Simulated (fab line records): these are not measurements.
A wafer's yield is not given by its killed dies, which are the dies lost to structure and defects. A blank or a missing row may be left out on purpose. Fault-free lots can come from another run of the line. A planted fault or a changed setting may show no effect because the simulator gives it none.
Struck lot and sound lot, side by side | flow sfq_line | 41 steps out of a route of 325
Sound: wafers L287.1, L287.3, L287.4. Struck: wafer L302.1. (L302.5 of the same lot was not struck and is left out.) The cause comes at the end.
Per side, at each step with rows, come the tool, then ch with its chambers, and then its first start. Under that, the readings that differ: sound wafers | struck wafers | difference of the means | sigmas: that difference in standard deviations of wafers without a fault.
alike: readings whose means differ by less than 2 such deviations, and words and numbers that are the same on both sides. not compared: withheld readings, readings that some wafer has no value for, bounds like >300 that may hide the same value, and numbers for which the record gives no deviation and whose values overlap.
Wherever a step has rows on one side only, a row that says differs or no value, or a row with sigmas, the two part there. Numbers that have no deviation but don't overlap get no sigmas and don't part them. A reading that every wafer of one side lacks parts them only if that side has two wafers or more.

SFQ_I1_OVL_MEAS_913:
  sound: overlay-02 at day 20 16:33; struck: overlay-02 at day 28 23:40
  alike: I1_OVL
then, 5 steps without rows for these wafers: SFQ_TRILAYER_I1_VIA_BARC_OPEN_VIA_ETCH_071 (etches BARC in O2, target depth 125 nm, time 41.7 s); SFQ_TRILAYER_I1_VIA_ETCH_VIA_ETCH_052 (etches SiO2 in CHF3, stops on Nb, target depth 260 nm); SFQ_TRILAYER_I1_VIA_STRIP_STRIP_053 (strips in O2); SFQ_TRILAYER_I1_VIA_STRIP_SOLV_CLEAN_054 (cleans in NMP, time 600 s); SFQ_TRILAYER_M2_DEP_PRE_CLEAN_056 (time 22.5 s).
SFQ_TRILAYER_M2_DEP_SPUTTER_055: material Nb, target thk 200 nm, time 133.3 s.
  sound: pvd_sputter-03 at day 20 17:34; struck: pvd_sputter-06 at day 29 00:40
  alike: throttle_valve_pct
SFQ_M2_RS_MEAS_914: uses a four-point probe to measure.
  sound: film_metro-01 at day 20 17:39; struck: film_metro-03 at day 29 00:46
  alike: M2_NB_RS
then, 3 steps without rows for these wafers: SFQ_TRILAYER_M2_LITHO_COAT_062 (resist thk 62 nm); SFQ_TRILAYER_M2_LITHO_COAT_057 (resist thk 600 nm); SFQ_TRILAYER_M2_LITHO_SOFTBAKE_061.
SFQ_TRILAYER_M2_LITHO_EXPOSE_058: exposes mask M2, target cd 500 nm.
  sound on krf_scanner-02 ch 0, day 20 18:35; struck on krf_scanner-02 ch 0, day 29 06:23
  alike: mask, reticle_temp_C
then, 2 steps without rows for these wafers: SFQ_TRILAYER_M2_LITHO_PEB_060 (peb time 60 s); SFQ_TRILAYER_M2_LITHO_DEVELOP_059 (time 60 s).
SFQ_M2_OVL_MEAS_916:
  sound: overlay-02 at day 20 20:05; struck: overlay-01 at day 29 08:02
  alike: M2_OVL
SFQ_TRILAYER_M2_BARC_OPEN_METAL_ETCH_077: etches BARC in O2, target depth 125 nm, time 41.7 s.
  sound on rie_metal-03 ch 0,1, day 20 20:07; struck on rie_metal-03 ch 1, day 29 08:04
  reading             | sound             | struck | difference | sigmas
  model.M2.cd_nm (nm) | 499.7 500.4 499.7 | 484.6  | -15.3      |
  alike: drypump_motor_current_A, oes_product_au, rf_fwd_power_W
  not compared: rf_hours_counter_h
SFQ_TRILAYER_M2_ETCH_METAL_ETCH_060: etches Nb in Cl2/Ar, stops on SiO2, target depth 240 nm, time 120 s.
  sound on rie_metal-03 ch 0,1, day 20 20:10; struck on rie_metal-03 ch 1, day 29 08:08
  reading             | sound             | struck | difference | sigmas
  model.M2.cd_nm (nm) | 500.1 500.7 500.5 | 484.3  | -16.1      |
  alike: drypump_motor_current_A, oes_product_au, rf_fwd_power_W
  not compared: rf_hours_counter_h
SFQ_TRILAYER_M2_STRIP_STRIP_061: strips in O2.
  sound on rie_metal-03 ch 0,1, day 20 20:18; struck on rie_metal-03 ch 1, day 29 08:15
  alike: drypump_motor_current_A, oes_product_au
  not compared: rf_hours_counter_h
then, 1 step without rows for these wafers: SFQ_TRILAYER_M2_STRIP_SOLV_CLEAN_062 (cleans in NMP, time 600 s).
SFQ_TRILAYER_I2_DEP_PECVD_063: deposits SiO2 from SiH4/N2O, time 111.11 s, target thk 500 nm.
  sound on pecvd-04 ch 1,2, day 20 21:04; struck on pecvd-04 ch 1, day 29 09:02
  alike: heater_power_w, rf_fwd_power_W, throttle_valve_pct
then, 1 step without rows for these wafers: SFQ_TRILAYER_I2_CMP_CMP_064 (polishes SiO2).
SFQ_I2_BOW_MEAS_917:
  sound: film_metro-04 at day 21 02:29; struck: film_metro-01 at day 29 15:11
  alike: I2_BOW
then, 7 steps without rows for these wafers: SFQ_TRILAYER_I2_METRO_MEASURE_065; SFQ_TRILAYER_I2_VIA_LITHO_COAT_072 (resist thk 62 nm); SFQ_TRILAYER_I2_VIA_LITHO_COAT_067 (resist thk 650 nm); SFQ_TRILAYER_I2_VIA_LITHO_SOFTBAKE_071; SFQ_TRILAYER_I2_VIA_LITHO_EXPOSE_068 (exposes mask I2, target cd 500 nm); SFQ_TRILAYER_I2_VIA_LITHO_PEB_070 (peb time 60 s); SFQ_TRILAYER_I2_VIA_LITHO_DEVELOP_069 (time 60 s).
SFQ_I2_OVL_MEAS_918:
  sound: overlay-01 at day 21 06:04; struck: overlay-01 at day 29 18:45
  alike: I2_OVL
then, 1 step without rows for these wafers: SFQ_TRILAYER_I2_VIA_BARC_OPEN_VIA_ETCH_096 (etches BARC in O2, target depth 125 nm, time 41.7 s).
SFQ_TRILAYER_I2_VIA_ETCH_VIA_ETCH_070: etches SiO2 in CHF3, stops on Nb, target depth 260 nm.
  sound on rie_diel-01 ch 0,1,3, day 21 06:08; struck on rie_diel-03 ch 3, day 29 18:49
  reading            | sound             | struck | difference | sigmas
  rf_fwd_power_W (W) | 499.6 501.8 497.8 | 494.9  | -4.8       | -3
  alike: drypump_motor_current_A, oes_product_au
then, 3 steps without rows for these wafers: SFQ_TRILAYER_I2_VIA_STRIP_STRIP_071 (strips in O2); SFQ_TRILAYER_I2_VIA_STRIP_SOLV_CLEAN_072 (cleans in NMP, time 600 s); SFQ_TRILAYER_M3_DEP_PRE_CLEAN_074 (time 22.5 s).
SFQ_TRILAYER_M3_DEP_SPUTTER_073: material Nb, target thk 200 nm, time 133.3 s.
  sound: pvd_sputter-03 at day 21 07:14; struck: pvd_sputter-03 at day 29 19:44
  alike: throttle_valve_pct
SFQ_M3_RS_MEAS_919: uses a four-point probe to measure.
  sound: film_metro-03 at day 21 07:19; struck: film_metro-04 at day 29 19:50
  alike: M3_NB_RS
then, 3 steps without rows for these wafers: SFQ_TRILAYER_M3_LITHO_COAT_080 (resist thk 62 nm); SFQ_TRILAYER_M3_LITHO_COAT_075 (resist thk 600 nm); SFQ_TRILAYER_M3_LITHO_SOFTBAKE_079.
-- the record jumps here: 51 days lie between the struck wafers' starts before and after --
SFQ_M8_BOW_MEAS_951:
  sound: film_metro-03 at day 71 11:52; struck: film_metro-03 at day 80 19:14
  reading               | sound             | struck | difference | sigmas
  model.etest.m2.ohm_um | 1.797 1.797 1.799 | 1.834  | +0.036     |
  alike: M8_BOW

== WHERE THEY PART ==
Only at SFQ_TRILAYER_I2_VIA_ETCH_VIA_ETCH_070, as far as this record shows. Later steps at which nothing parts them and some readings are alike: SFQ_TRILAYER_M3_DEP_SPUTTER_073, SFQ_M3_RS_MEAS_919, SFQ_M8_BOW_MEAS_951.

WHY: the cause the simulator had injected
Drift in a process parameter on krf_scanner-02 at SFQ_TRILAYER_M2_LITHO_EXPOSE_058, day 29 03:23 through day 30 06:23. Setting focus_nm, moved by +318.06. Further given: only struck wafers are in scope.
